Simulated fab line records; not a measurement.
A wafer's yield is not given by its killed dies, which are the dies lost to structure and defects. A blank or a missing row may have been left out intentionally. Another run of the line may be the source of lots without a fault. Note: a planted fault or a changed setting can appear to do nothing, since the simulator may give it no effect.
2 desks, one fault || flow gf180mcu || only its own numbers are on each desk; what lay behind them is given at the end

AT THE TOOL OWNER'S DESK: cmp-02
The tool's own readings at GF_CONTACT_CMP_04 (polishes SiO2): means of the sampled wafers that have a number, for each lot that ran on this tool. Marked OUT: a lot whose mean sits more than 4 standard deviations from the usual mean, which makes it out of limits; the brackets give that distance.
Columns: A = edgeZonePressureFrac at GF_CONTACT_CMP_04, usual 1.000; B = headPressurePsi at GF_CONTACT_CMP_04, usual 4.000 psi; C = motorCurrentA at GF_CONTACT_CMP_04, usual 12.4 A; D = slurryFlowMlMin at GF_CONTACT_CMP_04, usual 149.9; E = timeToEndpointS at GF_CONTACT_CMP_04, usual 111 s
{"lot": "L893", "first seen here": "day 14 22:56", "A": 0.999, "B": 3.999, "C": 12.6, "D": 149.5, "E": 116}
{"lot": "L896", "first seen here": "day 16 00:57", "A": 1.000, "B": 3.995, "C": 12.2, "D": 149.8, "E": 114}
{"lot": "L910", "first seen here": "day 21 10:31", "A": 1.000, "B": 3.990, "C": 12.0, "D": 150.1, "E": 108}
{"lot": "L912", "first seen here": "day 21 22:50", "A": 0.996, "B": 3.990, "C": 12.7, "D": 149.7, "E": 115}
{"lot": "L916", "first seen here": "day 23 08:00", "A": 0.999, "B": 3.991, "C": 12.0, "D": 150.2, "E": 111}
This desk found nothing out of limits on any of the 5 lots.

METROLOGY DESK
What the gauges read, lot by lot, whatever tool the lot ran on: means of the sampled wafers that have a number. Marked OUT: a lot whose mean sits more than 4 standard deviations from the usual mean, which makes it out of limits; the brackets give that distance.
Columns: A = SAB_OVL at GF_SAB_OVL_MEAS_10, usual 0.3 nm; B = CONTACT_CVD_02_THK at GF_CONTACT_THK_MEAS_03, usual 860 nm; C = CONTACT_OVL at GF_CONTACT_OVL_MEAS_15, usual 2 nm
{"lot": "L893", "first seen here": "day 14 21:37", "A": -1.0, "B": 870, "C": 1}
{"lot": "L896", "first seen here": "day 15 23:43", "A": 3.6, "B": 865, "C": 9}
{"lot": "L898", "first seen here": "day 16 22:28", "A": -1.4, "B": 846, "C": -3}
{"lot": "L900", "first seen here": "day 17 14:52", "A": -1.8, "B": 853, "C": 10}
{"lot": "L903", "first seen here": "day 18 18:17", "A": 0.6, "B": 862, "C": -2}
{"lot": "L904", "first seen here": "day 19 01:29", "A": -1.2, "B": 847, "C": 6}
{"lot": "L908", "first seen here": "day 20 20:10", "A": 1.6, "B": 863, "C": -0}
{"lot": "L909", "first seen here": "day 21 02:46", "A": -0.8, "B": 855, "C": 6}
{"lot": "L910", "first seen here": "day 21 09:23", "A": -0.6, "B": 859, "C": -1}
{"lot": "L912", "first seen here": "day 21 21:35", "A": -0.3, "B": 872, "C": -2}
{"lot": "L913", "first seen here": "day 22 08:49", "A": 2.0, "B": 868, "C": -3}
{"lot": "L915", "first seen here": "day 22 22:35", "A": 0.2, "B": 849, "C": 2}
{"lot": "L916", "first seen here": "day 23 06:44", "A": 0.5, "B": 847, "C": 5}
This desk found nothing out of limits on any of the 13 lots.

BROUGHT TOGETHER
The desk of the tool owner found nothing out of limits.
The metrology desk saw nothing out of limits.

WHAT THE SIMULATOR HAD INSERTED
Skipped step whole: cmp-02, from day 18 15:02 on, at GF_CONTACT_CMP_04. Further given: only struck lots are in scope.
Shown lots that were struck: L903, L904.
